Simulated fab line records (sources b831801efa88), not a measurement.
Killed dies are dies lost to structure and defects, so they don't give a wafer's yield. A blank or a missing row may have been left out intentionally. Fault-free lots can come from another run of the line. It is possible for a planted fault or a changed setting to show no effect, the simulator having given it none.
fab line records    flow sky130    part 1 of 2: steps 1 to 32 of 44
[record] lots = 5  wafers = 15  lastDay = 49
route steps=708 shown VT_ADJUST_NCORE@119 VT_ADJUST_HVTR@131 VT_ADJUST_PCH@143 SONOS_TUNNEL@154
lots with no fault: from the same line, run without faults
startH: hours from the record's opening day to when the first of the lot's shown wafers began    waitH: hours since the lot's step before    " as in the row above    L1.1+2: several wafers, shown together as one row    - value missing, or start not given    * or withheld: withheld    < > ~ a bound
route shown NAME@n: a module of which the file shows steps, and the number in the route of the first    usual: average and standard deviation across the fault-free wafers    same: alike in all rows    chamber/n: place in a boat    sites: readings site by site    _std_site: standard deviation of those values    _edge_site: inner sites' mean taken away from outer sites' mean    radiusMm: for every site, how far away it sits from the centre of the wafer    mask NAME#n: copy n    behind: the most recent tool/chamber to have shaped the wafer    hold: what put the lot on hold/how long, in hours/how the hold closed    device: names the non-switching transistor (n, p or np)    end of line: the route-end tests of the same wafers    a step without rows: its recipe alone    killed: dies lost to structure and defects at the first sort, not the wafer's yield    map: per-die view of a wafer (x killed, . not killed, _ where there is no die)
set.NAME: the run value of the setting; set.NAME@STEP: its run value at that earlier step    model.NAME: the simulator's own value behind a step, which no gauge read
a table for each step, a row for each wafer; lots at some steps of the route
services: a tool's chamber out of use, with start hour (startH, from the record's first day; less than 0 if before it), hours out, and reason
[[steps]]
[step SKY_VT_ADJUST_NCORE_DEHYDRATE_00]
[recipe] tempC = 200  timeS = 60
[same] timeS = 60
lot.wafer   tool           chamber  startH  waitH
L075.3+4+5  lithoTrack-01  0        178.52  8.2
L078.2+4+6  lithoTrack-02  0        192.48  9.3
L088.1+3+6  lithoTrack-01  0        266.62  11.0
L092.3+4+5  lithoTrack-03  0        292.86  11.5
L094.2+4+5  lithoTrack-02  0        302.08  11.5
[step SKY_VT_ADJUST_NCORE_HMDS_01]
[recipe] primeTimeS = 60  primeTempC = 120
[same] primeTimeS = 60
lot.wafer   tool           chamber  startH  waitH
L075.3+4+5  lithoTrack-01  0        178.67  0.1
L078.2+4+6  lithoTrack-02  0        192.63  0.1
L088.1+3+6  lithoTrack-01  0        266.77  0.1
L092.3+4+5  lithoTrack-03  0        293.01  0.1
L094.2+4+5  lithoTrack-02  0        302.23  0.1
[step SKY_VT_ADJUST_NCORE_COAT_02]
[recipe] resist = NOVOLAK  spinRpm = 3000  resistThkNm = 1140
lot.wafer   tool           chamber  startH  waitH
L075.3+4+5  lithoTrack-01  0        178.82  0.1
L078.2+4+6  lithoTrack-02  0        192.78  0.1
L088.1+3+6  lithoTrack-01  0        266.92  0.1
L092.3+4+5  lithoTrack-03  0        293.16  0.1
L094.2+4+5  lithoTrack-02  0        302.38  0.1
[step SKY_VT_ADJUST_NCORE_SOFTBAKE_03]
[recipe] tempC = 90  timeS = 60  resist = NOVOLAK
[same] timeS = 60
lot.wafer   tool           chamber  startH  waitH
L075.3+4+5  lithoTrack-01  0        178.97  0.1
L078.2+4+6  lithoTrack-02  0        192.93  0.1
L088.1+3+6  lithoTrack-01  0        267.07  0.1
L092.3+4+5  lithoTrack-03  0        293.31  0.1
L094.2+4+5  lithoTrack-02  0        302.53  0.1
[step SKY_VT_ADJUST_NCORE_EXPOSE_04]
[recipe] maskId = LVTN_COMPLEMENT_THIN  na = 0.6  sourceShape = conventional  sigmaOuter = 0.6  polarization = unpolarized  targetCdNm = 380  doseMj = 139
[usual] exposureDoseMJCm2 = 137.89/0.12
[same] na = 0.6
lot.wafer  tool             chamber  startH  waitH  mask                    exposureDoseMJCm2
L075.3     ilineStepper-01  0        -       -      LVTN_COMPLEMENT_THIN#0  137.82
L075.4     "                0        "       "      LVTN_COMPLEMENT_THIN#0  137.79
L075.5     "                0        "       "      LVTN_COMPLEMENT_THIN#0  137.78
L078.2     ilineStepper-01  0        -       -      LVTN_COMPLEMENT_THIN#0  137.64
L078.4     "                0        "       "      LVTN_COMPLEMENT_THIN#0  137.73
L078.6     "                0        "       "      LVTN_COMPLEMENT_THIN#0  137.70
L088.1     ilineStepper-01  0        -       -      LVTN_COMPLEMENT_THIN#0  137.82
L088.3     "                0        "       "      LVTN_COMPLEMENT_THIN#0  137.86
L088.6     "                0        "       "      LVTN_COMPLEMENT_THIN#0  137.90
L092.3     ilineStepper-02  0        -       -      LVTN_COMPLEMENT_THIN#0  137.88
L092.4     "                0        "       "      LVTN_COMPLEMENT_THIN#0  137.80
L092.5     "                0        "       "      LVTN_COMPLEMENT_THIN#0  137.80
L094.2     ilineStepper-01  0        -       -      LVTN_COMPLEMENT_THIN#0  137.66
L094.4     "                0        "       "      LVTN_COMPLEMENT_THIN#0  137.95
L094.5     "                0        "       "      LVTN_COMPLEMENT_THIN#0  137.97
[step SKY_VT_ADJUST_NCORE_PEB_05]
[recipe] tempC = withheld  timeS = *  resist = NOVOLAK
[same] timeS = *
lot.wafer   tool           chamber  startH  waitH
L075.3+4+5  lithoTrack-03  0        -       -
L078.2+4+6  lithoTrack-01  0        -       -
L088.1+3+6  lithoTrack-02  0        -       -
L092.3+4+5  lithoTrack-01  0        -       -
L094.2+4+5  lithoTrack-03  0        -       -
[step SKY_VT_ADJUST_NCORE_DEVELOP_06]
[recipe] resist = NOVOLAK  developer = TMAH  developTimeS = 60  devTempC = 22.24
lot.wafer   tool           chamber  startH  waitH
L075.3+4+5  lithoTrack-03  0        187.82  0.1
L078.2+4+6  lithoTrack-01  0        203.55  0.1
L088.1+3+6  lithoTrack-02  0        278.31  0.1
L092.3+4+5  lithoTrack-01  0        305.02  0.1
L094.2+4+5  lithoTrack-03  0        315.49  0.1
[step SKY_VT_ADJUST_NCORE_CD_MEAS_07]
[recipe] targetCdNm = 380
[usual] cdNm = 379.7/2.6
lot.wafer  tool      chamber  startH  waitH  cdNm
L075.3     cdSem-02  -        187.96  0.1    375.8
L075.4     "         -        "       "      375.4
L075.5     "         -        "       "      379.0
L078.2     cdSem-02  -        203.69  0.1    382.3
L078.4     "         -        "       "      383.6
L078.6     "         -        "       "      382.0
L088.1     cdSem-02  -        278.46  0.1    381.5
L088.3     "         -        "       "      384.8
L088.6     "         -        "       "      382.6
L092.3     cdSem-02  -        305.16  0.1    383.9
L092.4     "         -        "       "      385.0
L092.5     "         -        "       "      384.5
L094.2     cdSem-01  -        315.63  0.1    380.3
L094.4     "         -        "       "      380.1
L094.5     "         -        "       "      379.8
[step SKY_VT_ADJUST_NCORE_OVL_MEAS_08]
[usual] VT_ADJUST_NCORE_OVL = -0.5/1.2
lot.wafer  tool        chamber  startH  waitH  VT_ADJUST_NCORE_OVL[nm]
L075.3     overlay-02  -        188.05  0.1    -1.1
L075.4     "           -        "       "      0.0
L075.5     "           -        "       "      -0.2
L078.2     overlay-02  -        203.80  0.1    -0.4
L078.4     "           -        "       "      -0.1
L078.6     "           -        "       "      0.6
L088.1     overlay-01  -        278.58  0.1    0.6
L088.3     "           -        "       "      1.2
L088.6     "           -        "       "      0.0
L092.3     overlay-01  -        305.25  0.1    -1.0
L092.4     "           -        "       "      -1.9
L092.5     "           -        "       "      -1.8
L094.2     overlay-02  -        315.74  0.1    -0.8
L094.4     "           -        "       "      -0.9
L094.5     "           -        "       "      -1.1
[step SKY_VT_ADJUST_NCORE_IMPLANT_09]
[recipe] species = B  energyKev = 10  doseCm2 = 2.4e+12  tiltDeg = withheld
[usual] endStationPressureTorr = 5.01e-06/2.6e-07
[same] implantIonAmu = 11
lot.wafer  tool          chamber  startH  waitH  endStationPressureTorr
L075.3     implanter-01  0        188.12  0.1    5.22e-06
L075.4     "             0        "       "      4.99e-06
L075.5     "             0        "       "      4.81e-06
L078.2     implanter-04  0        203.85  0.0    5.08e-06
L078.4     "             0        "       "      5.63e-06
L078.6     "             0        "       "      4.96e-06
L088.1     implanter-03  0        278.61  0.0    5.28e-06
L088.3     "             0        "       "      4.88e-06
L088.6     "             0        "       "      5.18e-06
L092.3     implanter-03  0        305.33  0.1    5.34e-06
L092.4     "             0        "       "      5.6e-06
L092.5     "             0        "       "      4.75e-06
L094.2     implanter-01  0        315.79  0.0    4.87e-06
L094.4     "             0        "       "      4.92e-06
L094.5     "             0        "       "      4.65e-06
[step SKY_VT_ADJUST_NCORE_STRIP_10]
[recipe] chemistry = O2/N2  powerW = 1400  pressureMtorr = 1500  platenTempC = withheld  o2FlowSccm = 3000  n2FlowSccm = 300  overashFraction = 0.5
[usual] drypumpMotorCurrentA = 5.77/0.21  oesProductAu = 0.715/0.0045  stripTimeToEndpointS = 14.17/0.036
lot.wafer  tool            chamber  startH  waitH  drypumpMotorCurrentA  oesProductAu  rfHoursCounterH  stripTimeToEndpointS
L075.3     plasmaAsher-04  1        188.25  0.1    5.68                  0.717         -                14.16
L075.4     "               0        "       "      5.62                  0.715         -                14.23
L075.5     "               1        "       "      5.68                  0.715         -                14.15
L078.2     plasmaAsher-02  0        203.98  0.1    6.10                  0.711         53               14.14
L078.4     "               1        "       "      5.50                  0.725         -                14.17
L078.6     "               0        "       "      6.10                  0.710         -                14.20
L088.1     plasmaAsher-01  0        278.76  0.1    6.01                  0.712         45               14.15
L088.3     "               0        "       "      6.02                  0.715         -                14.17
L088.6     "               1        "       "      5.75                  0.710         -                14.21
L092.3     plasmaAsher-02  0        305.46  0.1    6.08                  0.711         -                14.17
L092.4     "               1        "       "      5.46                  0.711         -                14.14
L092.5     "               1        "       "      5.47                  0.714         -                14.19
L094.2     plasmaAsher-01  1        315.92  0.1    5.76                  0.712         48               14.15
L094.4     "               1        "       "      5.77                  0.722         -                14.14
L094.5     "               0        "       "      6.00                  0.715         -                14.10
[step SKY_VT_ADJUST_NCORE_TW_MEAS_11]
[usual] VT_ADJUST_NCORE_TW = 218.0/1.3
lot.wafer  tool          chamber  startH  waitH  VT_ADJUST_NCORE_TW
L075.3     filmMetro-04  -        188.34  0.1    218.3
L075.4     "             -        "       "      220.1
L075.5     "             -        "       "      219.2
L078.2     filmMetro-01  -        204.09  0.1    216.5
L078.4     "             -        "       "      215.6
L078.6     "             -        "       "      217.4
L088.1     filmMetro-01  -        278.86  0.1    217.3
L088.3     "             -        "       "      218.2
L088.6     "             -        "       "      218.2
L092.3     filmMetro-01  -        305.55  0.1    219.6
L092.4     "             -        "       "      217.7
L092.5     "             -        "       "      218.0
L094.2     filmMetro-03  -        316.03  0.1    217.1
L094.4     "             -        "       "      219.1
L094.5     "             -        "       "      217.4
[step SKY_VT_ADJUST_HVTR_DEHYDRATE_00]
[recipe] tempC = 200  timeS = 60
[same] timeS = 60
lot.wafer   tool           chamber  startH  waitH
L075.3+4+5  lithoTrack-03  0        198.87  10.5
L078.2+4+6  lithoTrack-03  0        213.74  9.6
L088.1+3+6  lithoTrack-03  0        290.56  11.7
L092.3+4+5  lithoTrack-04  0        318.33  12.8
L094.2+4+5  lithoTrack-04  0        328.40  12.4
[step SKY_VT_ADJUST_HVTR_HMDS_01]
[recipe] primeTimeS = 60  primeTempC = 120
[same] primeTimeS = 60
lot.wafer   tool           chamber  startH  waitH
L075.3+4+5  lithoTrack-03  0        199.02  0.1
L078.2+4+6  lithoTrack-03  0        213.89  0.1
L088.1+3+6  lithoTrack-03  0        290.71  0.1
L092.3+4+5  lithoTrack-04  0        318.48  0.1
L094.2+4+5  lithoTrack-04  0        328.55  0.1
[step SKY_VT_ADJUST_HVTR_COAT_02]
[recipe] resist = NOVOLAK  spinRpm = 3000  resistThkNm = 1140
lot.wafer   tool           chamber  startH  waitH
L075.3+4+5  lithoTrack-03  0        199.17  0.1
L078.2+4+6  lithoTrack-03  0        214.04  0.1
L088.1+3+6  lithoTrack-03  0        290.86  0.1
L092.3+4+5  lithoTrack-04  0        318.63  0.1
L094.2+4+5  lithoTrack-04  0        328.70  0.1
[step SKY_VT_ADJUST_HVTR_SOFTBAKE_03]
[recipe] tempC = 90  timeS = 60  resist = NOVOLAK
[same] timeS = 60
lot.wafer   tool           chamber  startH  waitH
L075.3+4+5  lithoTrack-03  0        199.32  0.1
L078.2+4+6  lithoTrack-03  0        214.19  0.1
L088.1+3+6  lithoTrack-03  0        291.01  0.1
L092.3+4+5  lithoTrack-04  0        318.78  0.1
L094.2+4+5  lithoTrack-04  0        328.85  0.1
[step SKY_VT_ADJUST_HVTR_EXPOSE_04]
[recipe] maskId = HVTRM  targetCdNm = 380  na = 0.6  sourceShape = conventional  sigmaOuter = 0.6  doseMj = 150
[usual] exposureDoseMJCm2 = 149.99/0.15
[same] na = 0.6
lot.wafer  tool             chamber  startH  waitH  mask     exposureDoseMJCm2
L075.3     ilineStepper-02  0        -       -      HVTRM#0  149.92
L075.4     "                0        "       "      HVTRM#0  149.91
L075.5     "                0        "       "      HVTRM#0  149.98
L078.2     ilineStepper-02  0        -       -      HVTRM#0  150.02
L078.4     "                0        "       "      HVTRM#0  150.28
L078.6     "                0        "       "      HVTRM#0  150.15
L088.1     ilineStepper-01  0        -       -      HVTRM#0  149.85
L088.3     "                0        "       "      HVTRM#0  150.09
L088.6     "                0        "       "      HVTRM#0  149.85
L092.3     ilineStepper-01  0        -       -      HVTRM#0  149.91
L092.4     "                0        "       "      HVTRM#0  149.91
L092.5     "                0        "       "      HVTRM#0  149.98
L094.2     ilineStepper-01  0        -       -      HVTRM#0  150.08
L094.4     "                0        "       "      HVTRM#0  150.05
L094.5     "                0        "       "      HVTRM#0  150.07
[step SKY_VT_ADJUST_HVTR_PEB_05]
[recipe] tempC = withheld  timeS = *  resist = NOVOLAK
[same] timeS = *
lot.wafer   tool           chamber  startH  waitH
L075.3+4+5  lithoTrack-04  0        -       -
L078.2+4+6  lithoTrack-04  0        -       -
L088.1+3+6  lithoTrack-04  0        -       -
L092.3+4+5  lithoTrack-03  0        -       -
L094.2+4+5  lithoTrack-03  0        -       -
[step SKY_VT_ADJUST_HVTR_DEVELOP_06]
[recipe] developTimeS = 60  devTempC = 23
lot.wafer   tool           chamber  startH  waitH
L075.3+4+5  lithoTrack-04  0        209.33  0.1
L078.2+4+6  lithoTrack-04  0        224.75  0.1
L088.1+3+6  lithoTrack-04  0        302.83  0.1
L092.3+4+5  lithoTrack-03  0        330.66  0.1
L094.2+4+5  lithoTrack-03  0        341.94  0.1
[step SKY_VT_ADJUST_HVTR_CD_MEAS_07]
[recipe] targetCdNm = 380
[usual] cdNm = 380.5/2.3
lot.wafer  tool      chamber  startH  waitH  cdNm
L075.3     cdSem-02  -        209.47  0.1    380.9
L075.4     "         -        "       "      379.8
L075.5     "         -        "       "      382.6
L078.2     cdSem-01  -        224.90  0.1    376.4
L078.4     "         -        "       "      377.2
L078.6     "         -        "       "      375.3
L088.1     cdSem-01  -        302.98  0.1    382.9
L088.3     "         -        "       "      382.1
L088.6     "         -        "       "      379.6
L092.3     cdSem-01  -        330.80  0.1    379.0
L092.4     "         -        "       "      378.7
L092.5     "         -        "       "      377.4
L094.2     cdSem-01  -        342.08  0.1    379.2
L094.4     "         -        "       "      380.1
L094.5     "         -        "       "      383.4
[step SKY_VT_ADJUST_HVTR_OVL_MEAS_08]
[usual] VT_ADJUST_HVTR_OVL = 0.0/1.1
lot.wafer  tool        chamber  startH  waitH  VT_ADJUST_HVTR_OVL[nm]
L075.3     overlay-02  -        209.56  0.1    -2.1
L075.4     "           -        "       "      -2.0
L075.5     "           -        "       "      -1.1
L078.2     overlay-02  -        225.00  0.1    -0.1
L078.4     "           -        "       "      -1.4
L078.6     "           -        "       "      -0.8
L088.1     overlay-02  -        303.10  0.1    0.3
L088.3     "           -        "       "      -0.3
L088.6     "           -        "       "      -0.4
L092.3     overlay-01  -        330.90  0.1    -0.6
L092.4     "           -        "       "      -0.8
L092.5     "           -        "       "      -1.2
L094.2     overlay-02  -        342.19  0.1    -2.3
L094.4     "           -        "       "      -0.8
L094.5     "           -        "       "      0.0
[step SKY_VT_ADJUST_HVTR_IMPLANT_09]
[recipe] species = B  energyKev = 10  doseCm2 = 2.149e+12  tiltDeg = withheld
[usual] endStationPressureTorr = 5.02e-06/2.5e-07
[same] implantIonAmu = 11
lot.wafer  tool          chamber  startH  waitH  endStationPressureTorr
L075.3     implanter-04  0        209.63  0.1    5.11e-06
L075.4     "             0        "       "      5.06e-06
L075.5     "             0        "       "      4.43e-06
L078.2     implanter-03  0        225.06  0.0    4.85e-06
L078.4     "             0        "       "      5.32e-06
L078.6     "             0        "       "      5.08e-06
L088.1     implanter-03  0        303.13  0.0    4.97e-06
L088.3     "             0        "       "      4.88e-06
L088.6     "             0        "       "      4.66e-06
L092.3     implanter-02  0        330.97  0.1    4.57e-06
L092.4     "             0        "       "      5.14e-06
L092.5     "             0        "       "      4.59e-06
L094.2     implanter-02  0        342.24  0.0    5.03e-06
L094.4     "             0        "       "      5.23e-06
L094.5     "             0        "       "      5.01e-06
[step SKY_VT_ADJUST_HVTR_STRIP_10]
[recipe] chemistry = O2/N2  powerW = 1400  pressureMtorr = 1500  platenTempC = withheld  o2FlowSccm = 3000  n2FlowSccm = 300  overashFraction = 0.5
[usual] drypumpMotorCurrentA = 5.5/0.47  oesProductAu = 0.716/0.0049  stripTimeToEndpointS = 14.17/0.039
lot.wafer  tool            chamber  startH  waitH  drypumpMotorCurrentA  oesProductAu  rfHoursCounterH  stripTimeToEndpointS
L075.3     plasmaAsher-02  1        209.77  0.1    5.5                   0.713         -                14.18
L075.4     "               0        "       "      6.1                   0.713         -                14.18
L075.5     "               0        "       "      6.1                   0.724         -                14.16
L078.2     plasmaAsher-03  0        225.18  0.1    4.8                   0.712         10               14.21
L078.4     "               1        "       "      5.0                   0.715         -                14.18
L078.6     "               1        "       "      5.0                   0.714         -                14.20
L088.1     plasmaAsher-01  0        303.28  0.1    5.9                   0.712         47               14.12
L088.3     "               1        "       "      5.7                   0.712         -                14.08
L088.6     "               1        "       "      5.7                   0.718         -                14.14
L092.3     plasmaAsher-01  1        331.10  0.1    5.7                   0.711         -                14.13
L092.4     "               0        "       "      6.0                   0.713         -                14.17
L092.5     "               1        "       "      5.8                   0.723         -                14.17
L094.2     plasmaAsher-03  1        342.37  0.1    5.0                   0.720         22               14.19
L094.4     "               1        "       "      5.0                   0.713         -                14.12
L094.5     "               0        "       "      4.9                   0.702         -                14.13
[step SKY_VT_ADJUST_HVTR_TW_MEAS_11]
[usual] VT_ADJUST_HVTR_TW = 212.2/1.5
lot.wafer  tool          chamber  startH  waitH  VT_ADJUST_HVTR_TW
L075.3     filmMetro-01  -        209.85  0.1    210.5
L075.4     "             -        "       "      210.2
L075.5     "             -        "       "      210.3
L078.2     filmMetro-02  -        225.29  0.1    212.0
L078.4     "             -        "       "      211.9
L078.6     "             -        "       "      212.8
L088.1     filmMetro-02  -        303.38  0.1    212.6
L088.3     "             -        "       "      213.6
L088.6     "             -        "       "      211.9
L092.3     filmMetro-01  -        331.19  0.1    209.4
L092.4     "             -        "       "      211.3
L092.5     "             -        "       "      210.1
L094.2     filmMetro-02  -        342.48  0.1    213.1
L094.4     "             -        "       "      214.7
L094.5     "             -        "       "      214.1
[step SKY_VT_ADJUST_PCH_DEHYDRATE_00]
[recipe] tempC = 200  timeS = 60
[same] timeS = 60
lot.wafer   tool           chamber  startH  waitH
L075.3+4+5  lithoTrack-04  0        220.18  10.3
L078.2+4+6  lithoTrack-02  0        234.98  9.7
L088.1+3+6  lithoTrack-02  0        316.41  13.0
L092.3+4+5  lithoTrack-01  0        344.27  13.1
L094.2+4+5  lithoTrack-02  0        355.68  13.2
[step SKY_VT_ADJUST_PCH_HMDS_01]
[recipe] primeTimeS = 60  primeTempC = 120
[same] primeTimeS = 60
lot.wafer   tool           chamber  startH  waitH
L075.3+4+5  lithoTrack-04  0        220.33  0.1
L078.2+4+6  lithoTrack-02  0        235.13  0.1
L088.1+3+6  lithoTrack-02  0        316.56  0.1
L092.3+4+5  lithoTrack-01  0        344.42  0.1
L094.2+4+5  lithoTrack-02  0        355.83  0.1
[step SKY_VT_ADJUST_PCH_COAT_02]
[recipe] spinRpm = 2000  resistThkNm = 3000
lot.wafer   tool           chamber  startH  waitH
L075.3+4+5  lithoTrack-04  0        220.48  0.1
L078.2+4+6  lithoTrack-02  0        235.28  0.1
L088.1+3+6  lithoTrack-02  0        316.71  0.1
L092.3+4+5  lithoTrack-01  0        344.57  0.1
L094.2+4+5  lithoTrack-02  0        355.98  0.1
[step SKY_VT_ADJUST_PCH_SOFTBAKE_03]
[recipe] tempC = 110  timeS = withheld
lot.wafer   tool           chamber  startH  waitH
L075.3+4+5  lithoTrack-04  0        220.64  0.1
L078.2+4+6  lithoTrack-02  0        235.44  0.1
L088.1+3+6  lithoTrack-02  0        316.86  0.1
L092.3+4+5  lithoTrack-01  0        344.74  0.1
L094.2+4+5  lithoTrack-02  0        356.14  0.1
[step SKY_VT_ADJUST_PCH_EXPOSE_04]
[recipe] maskId = NWM  na = 0.6  sourceShape = conventional  sigmaOuter = 0.6  polarization = unpolarized  targetCdNm = 840  doseMj = 255
[usual] exposureDoseMJCm2 = 255.03/0.25
[same] na = 0.6
lot.wafer  tool             chamber  startH  waitH  mask   exposureDoseMJCm2
L075.3     ilineStepper-01  0        -       -      NWM#0  255.24
L075.4     "                0        "       "      NWM#0  255.02
L075.5     "                0        "       "      NWM#0  254.63
L078.2     ilineStepper-02  0        -       -      NWM#0  255.00
L078.4     "                0        "       "      NWM#0  254.83
L078.6     "                0        "       "      NWM#0  255.00
L088.1     ilineStepper-02  0        -       -      NWM#0  254.86
L088.3     "                0        "       "      NWM#0  255.26
L088.6     "                0        "       "      NWM#0  255.23
L092.3     ilineStepper-02  0        -       -      NWM#0  255.16
L092.4     "                0        "       "      NWM#0  255.17
L092.5     "                0        "       "      NWM#0  255.26
L094.2     ilineStepper-02  0        -       -      NWM#0  255.41
L094.4     "                0        "       "      NWM#0  254.87
L094.5     "                0        "       "      NWM#0  255.40
[step SKY_VT_ADJUST_PCH_PEB_05]
[recipe] tempC = 115  timeS = withheld
lot.wafer   tool           chamber  startH  waitH
L075.3+4+5  lithoTrack-04  0        -       -
L078.2+4+6  lithoTrack-02  0        -       -
L088.1+3+6  lithoTrack-01  0        -       -
L092.3+4+5  lithoTrack-04  0        -       -
L094.2+4+5  lithoTrack-04  0        -       -
[step SKY_VT_ADJUST_PCH_DEVELOP_06]
[recipe] wallAngleDeg = 90  developer = TMAH  developTimeS = 60  devTempC = 23
lot.wafer   tool           chamber  startH  waitH
L075.3+4+5  lithoTrack-04  0        -       -
L078.2+4+6  lithoTrack-02  0        -       -
L088.1+3+6  lithoTrack-01  0        -       -
L092.3+4+5  lithoTrack-04  0        -       -
L094.2+4+5  lithoTrack-04  0        -       -
[step SKY_VT_ADJUST_PCH_OVL_MEAS_07]
[usual] VT_ADJUST_PCH_OVL = 0.1/1.3
lot.wafer  tool        chamber  startH  waitH  VT_ADJUST_PCH_OVL[nm]
L075.3     overlay-02  -        230.89  -      0.0
L075.4     "           -        "       "      -1.7
L075.5     "           -        "       "      -1.0
L078.2     overlay-02  -        246.36  -      -2.7
L078.4     "           -        "       "      -1.1
L078.6     "           -        "       "      -3.9
L088.1     overlay-01  -        330.07  -      0.5
L088.3     "           -        "       "      1.8
L088.6     "           -        "       "      0.1
L092.3     overlay-02  -        357.84  -      0.9
L092.4     "           -        "       "      0.1
L092.5     "           -        "       "      -0.7
L094.2     overlay-02  -        370.33  -      -0.7
L094.4     "           -        "       "      -1.3
L094.5     "           -        "       "      -1.0
